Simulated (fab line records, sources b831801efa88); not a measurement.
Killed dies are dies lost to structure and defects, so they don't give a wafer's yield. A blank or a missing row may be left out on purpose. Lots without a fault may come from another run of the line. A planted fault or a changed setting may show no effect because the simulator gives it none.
A struck lot beside a sound one | flow sky130 | 21 steps out of a route of 708
Sound: wafers L974.1, L974.3, L974.4. Struck: wafer L981.6. (L981.2, L981.3 of the same lot were not struck and are left out.) The cause comes at the end.
At each step with rows: each side's tool, then ch and its chambers, then its first start. Under that, the readings that differ: sound wafers | struck wafers | difference of the means | sigmas: that difference in standard deviations of wafers without a fault.
alike: readings whose means differ by less than 2 such deviations, and words and numbers that are the same on both sides. not compared: withheld readings, readings that some wafer has no value for, bounds like >300 that may hide the same value, and numbers for which the record gives no deviation and whose values overlap.
The two part at a step that has a row with sigmas, a row that says differs or no value, or rows on one side only. Numbers that don't overlap but have no deviation are shown without sigmas and don't part them. A reading that every wafer of one side lacks parts them only if that side has two wafers or more.

first, 2 steps without rows for these wafers: SKY_LDD_HVP_PEB_05; SKY_LDD_HVP_DEVELOP_06 (develop time 60 s).
SKY_LDD_HVP_OVL_MEAS_07:
  sound on overlay-01, day 23 10:19; struck on overlay-02, day 26 08:37
  alike: LDD_HVP_OVL
then, 1 step without rows for these wafers: SKY_LDD_HVP_IMPLANT_08.
SKY_LDD_HVP_STRIP_09: strips in O2/N2.
  sound on plasma_asher-04 ch 0,1, day 23 10:29; struck on plasma_asher-04 ch 0, day 26 08:48
  alike: drypump_motor_current_A, oes_product_au, strip_time_to_endpoint_s
  not compared: rf_hours_counter_h
SKY_LDD_HVP_TW_MEAS_10:
  sound on film_metro-01, day 23 10:35; struck on film_metro-02, day 26 08:55
  alike: LDD_HVP_TW
then, 6 steps without rows for these wafers: SKY_LDD_LDN_DEHYDRATE_00 (time 60 s); SKY_LDD_LDN_HMDS_01 (prime time 60 s); SKY_LDD_LDN_COAT_02 (resist thk 1140 nm); SKY_LDD_LDN_SOFTBAKE_03 (time 60 s); SKY_LDD_LDN_EXPOSE_04 (exposes mask LDNTM, target cd 700 nm); SKY_LDD_LDN_PEB_05.
SKY_LDD_LDN_DEVELOP_06: develop time 60 s.
  sound on litho_track-04 ch 0, day 24 16:55; struck on litho_track-03 ch 0, day 27 13:44
SKY_LDD_LDN_OVL_MEAS_07:
  sound on overlay-02, day 24 17:04; struck on overlay-02, day 27 13:52
  reading          | sound       | struck | difference | sigmas
  LDD_LDN_OVL (nm) | 0.2 0.3 0.6 | -3.2   | -3.6       | -3
then, 4 steps without rows for these wafers: SKY_LDD_LDN_IMPLANT_08; SKY_LDD_LDN_IMPLANT_09; SKY_LDD_LDN_IMPLANT_10; SKY_LDD_LDN_IMPLANT_11.
SKY_LDD_LDN_STRIP_12: strips in O2/N2.
  sound on plasma_asher-01 ch 0,1, day 24 17:42; struck on plasma_asher-04 ch 0, day 27 14:30
  alike: drypump_motor_current_A, oes_product_au, strip_time_to_endpoint_s
  not compared: rf_hours_counter_h
SKY_LDD_LDN_TW_MEAS_13:
  sound on film_metro-01, day 24 17:48; struck on film_metro-01, day 27 14:37
  reading    | sound          | struck | difference | sigmas
  LDD_LDN_TW | 1495 1486 1489 | 1439   | -51        | -7
then, 1 step without rows for these wafers: SKY_LDD_LDN_CLEAN_14 (cleans in SC1/SC2, time 150 s).

WHERE THEY PART
First at SKY_LDD_LDN_OVL_MEAS_07; last, within this record, at SKY_LDD_LDN_TW_MEAS_13.

WHY: what the simulator had put in
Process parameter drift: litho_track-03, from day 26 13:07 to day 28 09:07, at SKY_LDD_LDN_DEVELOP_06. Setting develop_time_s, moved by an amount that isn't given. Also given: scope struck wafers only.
